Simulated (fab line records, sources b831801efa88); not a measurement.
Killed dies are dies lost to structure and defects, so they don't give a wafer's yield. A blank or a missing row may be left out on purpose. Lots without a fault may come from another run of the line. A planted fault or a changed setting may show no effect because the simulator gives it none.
A struck lot beside a sound one | flow sfq_line | 14 steps out of a route of 325
Sound: wafers L990.2, L990.5, L990.6. Struck: wafer L100.2. (L100.1, L100.3 of the same lot were not struck and are left out.) The cause comes at the end.
At each step with rows: each side's tool, then ch and its chambers, then its first start. Under that, the readings that differ: sound wafers | struck wafers | difference of the means | sigmas: that difference in standard deviations of wafers without a fault.
alike: readings whose means differ by less than 2 such deviations, and words and numbers that are the same on both sides. not compared: withheld readings, readings that some wafer has no value for, bounds like >300 that may hide the same value, and numbers for which the record gives no deviation and whose values overlap.
The two part at a step that has a row with sigmas, a row that says differs or no value, or rows on one side only. Numbers that don't overlap but have no deviation are shown without sigmas and don't part them. A reading that every wafer of one side lacks parts them only if that side has two wafers or more.

first, 6 steps without rows for these wafers: SFQ_TRILAYER_M2_LITHO_COAT_062 (resist thk 62 nm); SFQ_TRILAYER_M2_LITHO_COAT_057 (resist thk 600 nm); SFQ_TRILAYER_M2_LITHO_SOFTBAKE_061; SFQ_TRILAYER_M2_LITHO_EXPOSE_058 (exposes mask M2, target cd 500 nm); SFQ_TRILAYER_M2_LITHO_PEB_060 (peb time 60 s); SFQ_TRILAYER_M2_LITHO_DEVELOP_059 (time 60 s).
SFQ_M2_OVL_MEAS_916:
  sound on overlay-01, day 38 08:57; struck on overlay-01, day 43 01:29
  alike: M2_OVL
SFQ_TRILAYER_M2_BARC_OPEN_METAL_ETCH_077: etches BARC in O2, target depth 125 nm, time 41.7 s.
  sound on rie_metal-03 ch 1, day 38 09:00; struck on rie_metal-01 ch 1, day 43 01:31
  reading                | sound | struck | difference                   | sigmas
  rf_hours_counter_h (h) | - - - | 102    | no value on the sound wafers |
  alike: drypump_motor_current_A, oes_product_au
SFQ_TRILAYER_M2_ETCH_METAL_ETCH_060: etches Nb in Cl2/Ar, stops on SiO2, target depth 240 nm, time 120 s.
  sound on rie_metal-03 ch 1, day 38 09:08; struck on rie_metal-01 ch 1, day 43 01:35
  reading                | sound | struck | difference                   | sigmas
  rf_hours_counter_h (h) | - - - | 102    | no value on the sound wafers |
  alike: drypump_motor_current_A, oes_product_au
SFQ_TRILAYER_M2_STRIP_STRIP_061: strips in O2.
  sound on rie_metal-03 ch 1, day 38 09:33; struck on rie_metal-01 ch 1, day 43 01:42
  reading                | sound             | struck | difference                   | sigmas
  oes_product_au (a.u.)  | 1.000 1.004 1.004 | 0.985  | -0.018                       | -3
  rf_hours_counter_h (h) | - - -             | 103    | no value on the sound wafers |
  alike: drypump_motor_current_A, platen_temp_c
then, 1 step without rows for these wafers: SFQ_TRILAYER_M2_STRIP_SOLV_CLEAN_062 (cleans in NMP, time 600 s).
SFQ_TRILAYER_I2_DEP_PECVD_063: deposits SiO2 from SiH4/N2O, time 111.11 s, target thk 500 nm.
  sound on pecvd-02 ch 1,2, day 38 10:43; struck on pecvd-04 ch 1, day 43 02:29
  reading                                             | sound             | struck | difference | sigmas
  rf_fwd_power_W (W)                                  | 182.4 182.2 182.2 | 256.3  | +74.0      | +99 or more
  showerhead_vpp_V (V)                                | 818 807 913       | 976    | +130       | +3
  model.SiO2_of_TRILAYER_I2_DEP_PECVD_063.thk_nm (nm) | 503.6 504.8 500.8 | 542.7  | +39.6      |
  alike: heater_power_outer_w, heater_power_w, throttle_valve_pct
SFQ_TRILAYER_I2_CMP_CMP_064: polishes SiO2.
  sound on cmp-02 ch 1,2,3, day 38 14:23; struck on cmp-02 ch 0, day 43 03:04
  reading                 | sound             | struck | difference | sigmas
  head_pressure_psi (psi) | 3.010 2.993 3.015 | 2.988  | -0.018     | -2
  time_to_endpoint_s (s)  | 230 222 223       | 250    | +25        | +3
  alike: motor_current_A
SFQ_I2_BOW_MEAS_917:
  sound on film_metro-03, day 38 15:55; struck on film_metro-04, day 43 05:34
  alike: I2_BOW

WHERE THEY PART
First at SFQ_TRILAYER_M2_BARC_OPEN_METAL_ETCH_077; last, within this record, at SFQ_TRILAYER_I2_CMP_CMP_064. Later steps at which nothing parts them and some readings are alike: SFQ_I2_BOW_MEAS_917.

WHY: what the simulator had put in
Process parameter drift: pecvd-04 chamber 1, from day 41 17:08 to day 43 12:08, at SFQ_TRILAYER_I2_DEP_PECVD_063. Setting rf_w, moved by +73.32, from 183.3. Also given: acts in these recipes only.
